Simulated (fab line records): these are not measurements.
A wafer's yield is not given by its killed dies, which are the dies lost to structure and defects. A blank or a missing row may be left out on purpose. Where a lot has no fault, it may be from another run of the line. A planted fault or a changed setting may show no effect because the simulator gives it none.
fab line records ; flow sky130
[record] lots = 15; wafers = 45; lastDay = 50
route steps=708 shown VIA4@641 METAL5@676
lots that met no fault: from a run of the same line without faults
startH: hours from the record's first day to the start of the lot's first wafer shown ; waitH: how many hours have passed since the lot's step before this one ; " identical to the entry in the row above ; L1.1+2: a row that stands for several wafers ; - no value, or no start given ; * or withheld: withheld ; < > ~ a bound
route shown NAME@n: names a module that has steps shown in the file, with the first one's number in the route ; usual: mean/standard deviation taken from wafers without a fault ; same: alike in all rows ; chamber/n: place in a boat ; sites: each site's reading ; _std_site: their standard deviation ; _edge_site: inner sites' mean taken away from outer sites' mean ; radiusMm: how far each site lies from the wafer's centre ; mask NAME#n: copy n ; behind: the last tool/chamber to shape the wafer ; hold: cause of the lot's hold/its duration in hours/its outcome ; device: the transistor (n, p or np) that didn't switch ; end of line: at the end of the route, the tests of the same wafers ; a step given without rows: its recipe and nothing more ; killed: not the wafer's yield, but the dies lost to structure and defects at the first sort ; map: dies across one wafer; x = killed, . = not, _ = none there
set.NAME: the setting as run; set.NAME@STEP: as run at that earlier step ; model.NAME: the simulator's own value behind a step, which no gauge read
a sample of lots followed through the steps of the route, with each step as a table and each wafer as a row
services: the hour from which a tool's chamber was out of use, counted from the record's first day as startH (under 0 if before that day), plus the number of hours and why
[[steps]]
[step SKY_VIA4_CMP_02]
[recipe] material = SiO2; downForcePsi = 4; platenRpm = 60; padVelocityMS = 0.94248
[usual] edgeZonePressureFrac = 1.000/0.0055; motorCurrentA = 12.1/1.5
lot.wafer;tool;chamber;startH;waitH;edgeZonePressureFrac;motorCurrentA
L756.3;cmp-01;2;987.31;0.0;0.992;9.4
L756.2;cmp-01;0;987.31;0.0;0.998;13.0
L756.6;cmp-01;3;987.31;0.0;1.007;12.7
L755.2;cmp-01;1;988.52;0.1;0.998;12.3
L755.1;cmp-01;2;988.52;0.1;0.996;9.9
L755.5;cmp-01;1;988.52;0.1;0.999;12.2
L758.2;cmp-02;1;1000.52;0.0;1.001;15.7
L758.1;cmp-02;2;1000.52;0.0;0.994;13.0
L758.3;cmp-02;0;1000.52;0.0;0.999;11.5
L757.2;cmp-01;3;1001.77;0.3;1.000;13.0
L757.1;cmp-01;1;1001.77;0.3;0.997;12.0
L757.6;cmp-01;0;1001.77;0.3;0.990;12.7
L761.3;cmp-01;1;1030.68;0.1;0.997;11.7
L761.4;cmp-01;2;1030.68;0.1;1.003;9.7
L761.5;cmp-01;0;1030.68;0.1;0.989;12.7
L763.3;cmp-02;0;1035.82;0.0;0.990;11.0
L763.4;cmp-02;2;1035.82;0.0;1.008;12.5
L763.6;cmp-02;0;1035.82;0.0;1.000;10.6
L764.2;cmp-01;3;1044.08;0.1;1.003;13.0
L764.1;cmp-01;1;1044.08;0.1;1.008;12.1
L764.6;cmp-01;3;1044.08;0.1;0.996;13.0
L768.2;cmp-02;3;1072.33;0.1;0.996;11.0
L768.4;cmp-02;0;1072.33;0.1;0.997;11.0
L768.1;cmp-02;1;1072.33;0.1;1.002;14.8
L769.3;cmp-01;2;1080.32;0.0;0.993;9.7
L769.1;cmp-01;0;1080.32;0.0;1.008;12.4
L769.5;cmp-01;3;1080.32;0.0;1.004;13.3
L771.4;cmp-01;1;1088.91;0.0;0.995;11.8
L771.3;cmp-01;0;1088.91;0.0;1.002;13.2
L771.5;cmp-01;1;1088.91;0.0;0.994;12.1
L772.4;cmp-02;1;1092.23;0.2;0.996;15.3
L772.6;cmp-02;2;1092.23;0.2;1.000;12.5
L772.5;cmp-02;3;1092.23;0.2;1.007;10.8
L773.4;cmp-02;0;1093.48;0.0;0.997;10.6
L773.3;cmp-02;3;1093.48;0.0;0.997;10.5
L773.6;cmp-02;1;1093.48;0.0;0.998;14.3
L776.3;cmp-02;2;1106.23;0.1;0.990;12.5
L776.4;cmp-02;3;1106.23;0.1;0.998;11.4
L776.5;cmp-02;2;1106.23;0.1;0.994;12.9
L777.4;cmp-02;2;1112.38;0.1;0.998;13.0
L777.3;cmp-02;3;1112.38;0.1;0.996;11.2
L777.1;cmp-02;0;1112.38;0.1;1.001;11.4
L778.2;cmp-01;0;1120.77;0.1;1.001;12.3
L778.1;cmp-01;1;1120.77;0.1;0.992;11.1
L778.3;cmp-01;2;1120.77;0.1;1.004;9.3
[step SKY_VIA4_BOW_MEAS_03]
[recipe] mode = bow
[usual] VIA4_BOW = 79/7.5
lot.wafer;tool;chamber;startH;waitH;VIA4_BOW[um]
L756.2;filmMetro-04;-;987.63;0.2;79
L756.3;filmMetro-04;-;987.63;0.2;74
L756.6;filmMetro-04;-;987.63;0.2;82
L755.1;filmMetro-04;-;988.77;0.1;82
L755.2;filmMetro-04;-;988.77;0.1;71
L755.5;filmMetro-04;-;988.77;0.1;83
L758.1;filmMetro-03;-;1000.82;0.2;72
L758.2;filmMetro-03;-;1000.82;0.2;71
L758.3;filmMetro-03;-;1000.82;0.2;75
L757.1;filmMetro-03;-;1002.07;0.1;75
L757.2;filmMetro-03;-;1002.07;0.1;71
L757.6;filmMetro-03;-;1002.07;0.1;75
L761.3;filmMetro-04;-;1030.97;0.2;67
L761.4;filmMetro-04;-;1030.97;0.2;75
L761.5;filmMetro-04;-;1030.97;0.2;67
L763.3;filmMetro-03;-;1036.16;0.3;81
L763.4;filmMetro-03;-;1036.16;0.3;75
L763.6;filmMetro-03;-;1036.16;0.3;76
L764.1;filmMetro-03;-;1044.33;0.1;81
L764.2;filmMetro-03;-;1044.33;0.1;75
L764.6;filmMetro-03;-;1044.33;0.1;90
L768.1;filmMetro-03;-;1072.58;0.1;75
L768.2;filmMetro-03;-;1072.58;0.1;60
L768.4;filmMetro-03;-;1072.58;0.1;67
L769.1;filmMetro-03;-;1080.62;0.1;76
L769.3;filmMetro-03;-;1080.62;0.1;83
L769.5;filmMetro-03;-;1080.62;0.1;81
L771.3;filmMetro-03;-;1089.25;0.1;93
L771.4;filmMetro-03;-;1089.25;0.1;76
L771.5;filmMetro-03;-;1089.25;0.1;85
L772.4;filmMetro-03;-;1092.44;0.2;83
L772.5;filmMetro-03;-;1092.44;0.2;75
L772.6;filmMetro-03;-;1092.44;0.2;82
L773.3;filmMetro-02;-;1093.82;0.1;82
L773.4;filmMetro-02;-;1093.82;0.1;80
L773.6;filmMetro-02;-;1093.82;0.1;94
L776.3;filmMetro-04;-;1106.52;0.2;76
L776.4;filmMetro-04;-;1106.52;0.2;86
L776.5;filmMetro-04;-;1106.52;0.2;75
L777.1;filmMetro-04;-;1112.63;0.1;74
L777.3;filmMetro-04;-;1112.63;0.1;74
L777.4;filmMetro-04;-;1112.63;0.1;86
L778.1;filmMetro-04;-;1121.02;0.1;74
L778.2;filmMetro-04;-;1121.02;0.1;76
L778.3;filmMetro-04;-;1121.02;0.1;64
[step SKY_VIA4_STRIP_13]
[recipe] chemistry = O2/N2; powerW = 1400; pressureMtorr = 1500; platenTempC = withheld; o2FlowSccm = 3000; n2FlowSccm = 300; overashFraction = 0.5
[usual] drypumpMotorCurrentA = 5.96/0.15; oesProductAu = 0.710/0.0041; stripTimeToEndpointS = 12.814/0.028
[same] overashFraction = 0.5
lot.wafer;tool;chamber;startH;waitH;drypumpMotorCurrentA;oesProductAu;rfHoursCounterH;stripTimeToEndpointS
L756.2;plasmaAsher-04;0;1011.15;-;6.09;0.709;122;12.787
L756.3;plasmaAsher-04;0;1011.15;-;6.06;0.706;-;12.775
L756.6;plasmaAsher-04;0;1011.15;-;6.05;0.706;-;12.781
L755.1;plasmaAsher-03;0;1011.80;-;6.13;0.711;87;12.782
L755.2;plasmaAsher-03;1;1011.80;-;5.93;0.710;87;12.781
L755.5;plasmaAsher-03;0;1011.80;-;6.11;0.713;-;12.828
L758.1;plasmaAsher-03;1;1024.53;-;5.95;0.705;88;12.750
L758.2;plasmaAsher-03;0;1024.53;-;6.14;0.710;88;12.767
L758.3;plasmaAsher-03;0;1024.53;-;6.15;0.710;-;12.825
L757.1;plasmaAsher-01;0;1025.77;-;5.72;0.711;55;12.837
L757.2;plasmaAsher-01;1;1025.77;-;5.75;0.707;55;12.812
L757.6;plasmaAsher-01;1;1025.77;-;5.75;0.707;-;12.875
L761.3;plasmaAsher-01;1;1053.73;-;5.77;0.702;-;12.799
L761.4;plasmaAsher-01;0;1053.73;-;5.68;0.705;-;12.793
L761.5;plasmaAsher-01;0;1053.73;-;5.71;0.717;-;12.835
L763.3;plasmaAsher-03;0;1059.31;-;6.17;0.703;-;12.767
L763.4;plasmaAsher-03;1;1059.31;-;5.92;0.708;-;12.790
L763.6;plasmaAsher-03;0;1059.31;-;6.17;0.704;-;12.808
L764.1;plasmaAsher-04;1;1065.98;-;5.99;0.713;0;12.800
L764.2;plasmaAsher-04;0;1065.98;-;6.04;0.709;0;12.785
L764.6;plasmaAsher-04;1;1065.98;-;6.00;0.715;-;12.780
L768.1;plasmaAsher-04;0;1093.57;-;6.07;0.710;3;12.807
L768.2;plasmaAsher-04;1;1093.57;-;6.01;0.709;3;12.861
L768.4;plasmaAsher-04;0;1093.57;-;6.04;0.708;-;12.825
L769.1;plasmaAsher-01;1;1101.22;-;5.74;0.713;62;12.816
L769.3;plasmaAsher-01;0;1101.22;-;5.72;0.710;-;12.767
L769.5;plasmaAsher-01;0;1101.22;-;5.72;0.709;-;12.813
L771.3;plasmaAsher-01;0;1110.33;-;5.74;0.709;-;12.838
L771.4;plasmaAsher-01;1;1110.33;-;5.73;0.708;-;12.856
L771.5;plasmaAsher-01;0;1110.33;-;5.71;0.712;-;12.841
L772.4;plasmaAsher-04;1;1112.96;-;6.03;0.702;-;12.872
L772.5;plasmaAsher-04;1;1112.96;-;6.01;0.710;-;12.812
L772.6;plasmaAsher-04;0;1112.96;-;6.04;0.714;-;12.790
L773.3;plasmaAsher-03;0;1113.63;-;6.16;0.706;-;12.834
L773.4;plasmaAsher-03;1;1113.63;-;5.95;0.710;-;12.825
L773.6;plasmaAsher-03;1;1113.63;-;5.90;0.714;-;12.796
L776.3;plasmaAsher-04;1;1126.26;-;6.02;0.713;-;12.798
L776.4;plasmaAsher-04;0;1126.26;-;6.04;0.706;-;12.793
L776.5;plasmaAsher-04;1;1126.26;-;6.02;0.713;-;12.798
L777.1;plasmaAsher-04;0;1131.83;-;6.06;0.709;7;12.831
L777.3;plasmaAsher-04;1;1131.83;-;5.99;0.714;-;12.782
L777.4;plasmaAsher-04;0;1131.83;-;6.05;0.713;-;12.809
L778.1;plasmaAsher-03;0;1140.33;-;6.16;0.707;99;12.837
L778.2;plasmaAsher-03;1;1140.33;-;5.89;0.718;99;12.834
L778.3;plasmaAsher-03;1;1140.33;-;5.88;0.718;-;12.904
[step SKY_METAL5_METAL_ETCH_15]
[recipe] targetDepthA = 12600; stopOn = SiO2; overEtchFrac = 0.2; timeS = 252; chemistry = Cl2/BCl3; resistSidewallDeg = 86; pressureMtorr = 10; icpW = 900; biasW = 48.5; Cl2_flow_sccm = 60; bcl3FlowSccm = 30
[usual] bcl3FlowSccm = 30.00/0.081; biasW = 48.49/0.13; drypumpMotorCurrentA = 5.7/0.67; oesProductAu = 0.894/0.0047; overEtchFrac = 0.2/0; throttleValvePct = 22.265/0.0087
lot.wafer;tool;chamber;startH;waitH;bcl3FlowSccm;biasW;drypumpMotorCurrentA;oesProductAu;overEtchFrac;rfHoursCounterH;throttleValvePct
L756.2;rieMetal-03;1;1036.30;0.0;30.14;48.49;5.1;0.889;0.2;9;22.259
L756.3;rieMetal-03;1;1036.30;0.0;29.99;48.57;5.1;0.902;0.2;-;22.255
L756.6;rieMetal-03;0;1036.30;0.0;29.89;48.09;5.6;0.891;0.2;-;22.259
L755.1;rieMetal-04;1;1036.42;0.0;30.01;48.67;6.4;0.896;0.2;11;22.282
L755.2;rieMetal-04;0;1036.42;0.0;30.06;48.48;4.7;0.895;0.2;9;22.263
L755.5;rieMetal-04;1;1036.42;0.0;29.99;48.68;6.4;0.897;0.2;-;22.273
L758.1;rieMetal-02;0;1049.02;0.0;29.89;48.45;6.7;0.899;0.2;22;22.274
L758.2;rieMetal-02;1;1049.02;0.0;30.03;48.46;5.7;0.895;0.2;15;22.266
L758.3;rieMetal-02;1;1049.02;0.0;30.06;48.52;5.8;0.896;0.2;-;22.285
L757.1;rieMetal-03;1;1050.80;0.0;30.06;48.47;5.1;0.893;0.2;10;22.258
L757.2;rieMetal-03;0;1050.80;0.0;30.11;48.53;5.6;0.895;0.2;18;22.268
L757.6;rieMetal-03;0;1050.80;0.0;29.94;48.59;5.6;0.894;0.2;-;22.249
L761.3;rieMetal-03;1;1076.68;0.1;-;-;-;-;-;-;-
L761.4;rieMetal-03;0;1076.68;0.1;-;-;-;-;-;-;-
L761.5;rieMetal-03;0;1076.68;0.1;-;-;-;-;-;-;-
L763.3;rieMetal-02;0;1081.75;0.1;-;-;-;-;-;-;-
L763.4;rieMetal-02;1;1081.75;0.1;-;-;-;-;-;-;-
L763.6;rieMetal-02;1;1081.75;0.1;-;-;-;-;-;-;-
L764.1;rieMetal-04;0;1088.50;0.0;-;-;-;-;-;-;-
L764.2;rieMetal-04;1;1088.50;0.0;-;-;-;-;-;-;-
L764.6;rieMetal-04;1;1088.50;0.0;-;-;-;-;-;-;-
L768.1;rieMetal-02;1;1115.15;0.0;30.12;48.54;5.8;0.893;0.2;21;22.266
L768.2;rieMetal-02;0;1115.15;0.0;30.01;48.50;6.7;0.896;0.2;27;22.278
L768.4;rieMetal-02;0;1115.15;0.0;29.92;48.44;6.7;0.900;0.2;-;22.278
L769.1;rieMetal-02;1;1122.45;0.0;30.04;48.61;5.7;0.901;0.2;21;22.277
L769.3;rieMetal-02;0;1122.45;0.0;29.98;48.60;6.7;0.898;0.2;-;22.272
L769.5;rieMetal-02;1;1122.45;0.0;29.94;48.49;5.8;0.903;0.2;-;22.276
L771.3;rieMetal-02;1;1131.53;0.1;30.08;48.65;5.8;0.892;0.2;-;22.251
L771.4;rieMetal-02;0;1131.53;0.1;29.90;48.35;6.7;0.905;0.2;-;22.257
L771.5;rieMetal-02;0;1131.53;0.1;30.02;48.40;6.7;0.896;0.2;-;22.261
L772.4;rieMetal-02;1;1134.20;0.1;30.03;48.42;5.8;0.893;0.2;-;22.264
L772.5;rieMetal-02;0;1134.20;0.1;30.10;48.39;6.7;0.897;0.2;-;22.280
L772.6;rieMetal-02;1;1134.20;0.1;30.00;48.56;5.8;0.891;0.2;-;22.269
L773.3;rieMetal-03;0;1134.63;0.1;30.11;48.38;5.6;0.898;0.2;-;22.274
L773.4;rieMetal-03;1;1134.63;0.1;29.87;48.43;5.1;0.894;0.2;-;22.262
L773.6;rieMetal-03;0;1134.63;0.1;30.11;48.47;5.6;0.894;0.2;-;22.262
L776.3;rieMetal-03;1;1146.13;0.1;30.08;48.39;5.1;0.891;0.2;-;22.263
L776.4;rieMetal-03;0;1146.13;0.1;29.90;48.34;5.6;0.883;0.2;-;22.257
L776.5;rieMetal-03;1;1146.13;0.1;30.06;48.39;5.1;0.895;0.2;-;22.271
L777.1;rieMetal-02;0;1152.50;0.0;30.05;48.40;6.7;0.894;0.2;31;22.262
L777.3;rieMetal-02;0;1152.50;0.0;30.13;48.71;6.7;0.892;0.2;-;22.276
L777.4;rieMetal-02;1;1152.50;0.0;30.07;48.42;5.8;0.889;0.2;-;22.271
L778.1;rieMetal-02;1;1160.38;0.0;30.04;48.46;5.8;0.893;0.2;26;22.259
L778.2;rieMetal-02;0;1160.38;0.0;29.95;48.40;6.7;0.898;0.2;32;22.262
L778.3;rieMetal-02;1;1160.38;0.0;30.10;48.45;5.8;0.891;0.2;-;22.260
[step SKY_METAL5_STRIP_16]
[recipe] chemistry = O2/N2; powerW = 1400; pressureMtorr = 1500; platenTempC = withheld; o2FlowSccm = 3000; n2FlowSccm = 300; overashFraction = 0.5
[usual] drypumpMotorCurrentA = 5.90/0.29; oesProductAu = 0.711/0.0046; stripTimeToEndpointS = 13.09/0.16
[same] overashFraction = 0.5
lot.wafer;tool;chamber;startH;waitH;drypumpMotorCurrentA;oesProductAu;rfHoursCounterH;stripTimeToEndpointS
L756.2;plasmaAsher-02;0;1036.54;0.2;6.37;0.709;31;12.92
L756.3;plasmaAsher-02;1;1036.54;0.2;5.52;0.713;-;12.85
L756.6;plasmaAsher-02;1;1036.54;0.2;5.51;0.708;-;13.25
L755.1;plasmaAsher-01;1;1036.66;0.2;5.75;0.711;55;12.91
L755.2;plasmaAsher-01;0;1036.66;0.2;5.71;0.713;55;13.02
L755.5;plasmaAsher-01;0;1036.66;0.2;5.72;0.719;-;12.83
L758.1;plasmaAsher-03;1;1049.26;0.2;5.96;0.710;91;13.06
L758.2;plasmaAsher-03;0;1049.26;0.2;6.15;0.708;91;13.27
L758.3;plasmaAsher-03;1;1049.26;0.2;6.00;0.705;-;13.13
L757.1;plasmaAsher-01;0;1051.04;0.2;5.75;0.711;57;12.99
L757.2;plasmaAsher-01;1;1051.04;0.2;5.74;0.711;57;13.33
L757.6;plasmaAsher-01;1;1051.04;0.2;5.75;0.707;-;13.26
L761.3;plasmaAsher-01;0;1076.87;0.1;5.73;0.720;-;21.54
L761.4;plasmaAsher-01;1;1076.87;0.1;5.74;0.724;-;21.55
L761.5;plasmaAsher-01;1;1076.87;0.1;5.73;0.714;-;21.54
L763.3;plasmaAsher-02;0;1081.94;0.1;6.37;0.712;-;21.51
L763.4;plasmaAsher-02;1;1081.94;0.1;5.53;0.714;-;21.46
L763.6;plasmaAsher-02;1;1081.94;0.1;5.52;0.713;-;21.51
L764.1;plasmaAsher-01;1;1088.74;0.2;5.76;0.705;61;21.50
L764.2;plasmaAsher-01;0;1088.74;0.2;5.71;0.714;61;21.50
L764.6;plasmaAsher-01;0;1088.74;0.2;5.72;0.714;-;21.45
L768.1;plasmaAsher-03;1;1115.39;0.2;5.98;0.707;97;13.24
L768.2;plasmaAsher-03;0;1115.39;0.2;6.17;0.716;97;13.15
L768.4;plasmaAsher-03;1;1115.39;0.2;5.91;0.707;-;13.08
L769.1;plasmaAsher-03;0;1122.69;0.2;6.18;0.708;97;13.17
L769.3;plasmaAsher-03;0;1122.69;0.2;6.17;0.704;-;13.06
L769.5;plasmaAsher-03;0;1122.69;0.2;6.19;0.714;-;13.27
L771.3;plasmaAsher-02;1;1131.72;0.1;5.52;0.714;-;13.34
L771.4;plasmaAsher-02;0;1131.72;0.1;6.35;0.707;-;13.12
L771.5;plasmaAsher-02;0;1131.72;0.1;6.35;0.708;-;13.15
L772.4;plasmaAsher-01;1;1134.39;0.1;5.75;0.714;-;13.31
L772.5;plasmaAsher-01;0;1134.39;0.1;5.73;0.711;-;13.12
L772.6;plasmaAsher-01;1;1134.39;0.1;5.77;0.704;-;13.22
L773.3;plasmaAsher-02;1;1134.82;0.1;5.52;0.710;-;13.01
L773.4;plasmaAsher-02;0;1134.82;0.1;6.36;0.713;-;12.77
L773.6;plasmaAsher-02;1;1134.82;0.1;5.53;0.710;-;12.95
L776.3;plasmaAsher-03;0;1146.32;0.1;6.16;0.714;-;12.96
L776.4;plasmaAsher-03;1;1146.32;0.1;5.96;0.716;-;13.26
L776.5;plasmaAsher-03;1;1146.32;0.1;5.96;0.715;-;12.87
L777.1;plasmaAsher-01;1;1152.74;0.2;5.76;0.709;67;13.03
L777.3;plasmaAsher-01;1;1152.74;0.2;5.76;0.711;-;13.07
L777.4;plasmaAsher-01;0;1152.74;0.2;5.69;0.713;-;13.34
L778.1;plasmaAsher-01;1;1160.61;0.2;5.75;0.711;68;13.25
L778.2;plasmaAsher-01;0;1160.61;0.2;5.74;0.721;68;13.04
L778.3;plasmaAsher-01;1;1160.61;0.2;5.73;0.703;-;13.24
[[services]]
tool;chamber;startH;hours;kind
plasmaAsher-03;-;976.89;28.1;pm
cmp-02;-;981.41;1.8;repair
cmp-01;-;1003.67;1.5;repair
cmp-02;-;1019.89;4.1;pm
plasmaAsher-04;-;1025.51;3.9;repair
cmp-01;-;1041.54;1.9;repair
cmp-01;-;1047.89;4.3;repair
plasmaAsher-03;-;1050.57;5.4;repair
plasmaAsher-04;-;1055.25;9.0;pm
plasmaAsher-04;0;1055.25;9.0;ventCycle
plasmaAsher-04;1;1055.25;9.0;ventCycle
plasmaAsher-04;0;1064.25;-;clean
plasmaAsher-04;1;1064.25;-;clean
rieMetal-04;0;1072.85;6.4;repair
cmp-01;-;1081.50;1.1;repair
cmp-01;-;1084.00;4.0;pm
plasmaAsher-02;-;1085.28;0.6;repair
cmp-01;-;1088.00;-;consumableReplace:conditioner
cmp-01;-;1088.00;-;consumableReplace:pad
cmp-01;-;1097.93;1.1;repair
rieMetal-04;-;1119.07;2.8;pm
rieMetal-03;0;1147.38;5.5;repair
rieMetal-04;-;1151.20;1.4;pm
cmp-02;-;1151.62;0.8;repair
[[key]]
[firstSign] step = SKY_METAL5_METAL_ETCH_15; reading = toolRecord; direction = missing
[effect] step = SKY_METAL5_STRIP_16; reading = stripTimeToEndpointS; direction = up; sigmas = 53; usual = *; struck = *
metAt SKY_METAL5_METAL_ETCH_15
struckLots L761,L763,L764
laterRowsLeftOut L761.3,L761.4,L761.5,L763.3,L763.4,L763.6,L764.1,L764.2,L764.6
sortLeftOut L761.3,L761.4,L761.5,L763.3,L763.4,L763.6,L764.1,L764.2,L764.6
notActingAt SKY_VIA4_CMP_02,SKY_VIA4_BOW_MEAS_03,SKY_VIA4_STRIP_13
onsetBetween 1050.80 1076.68
[fault] kind = skippedStepWhole; tool = rieMetal-02,rieMetal-03,rieMetal-04; chamber = -; onsetH = 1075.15; steps = SKY_METAL5_METAL_ETCH_15; scope = struckLotsOnly
// sortLeftOut: the simulated sort isn't trusted on such a fault, so these wafers' sort isn't shown, and their yield isn't known
// laterRowsLeftOut: the simulator's readings of these wafers behind a module that went badly wrong aren't trusted and aren't shown, but for the sort
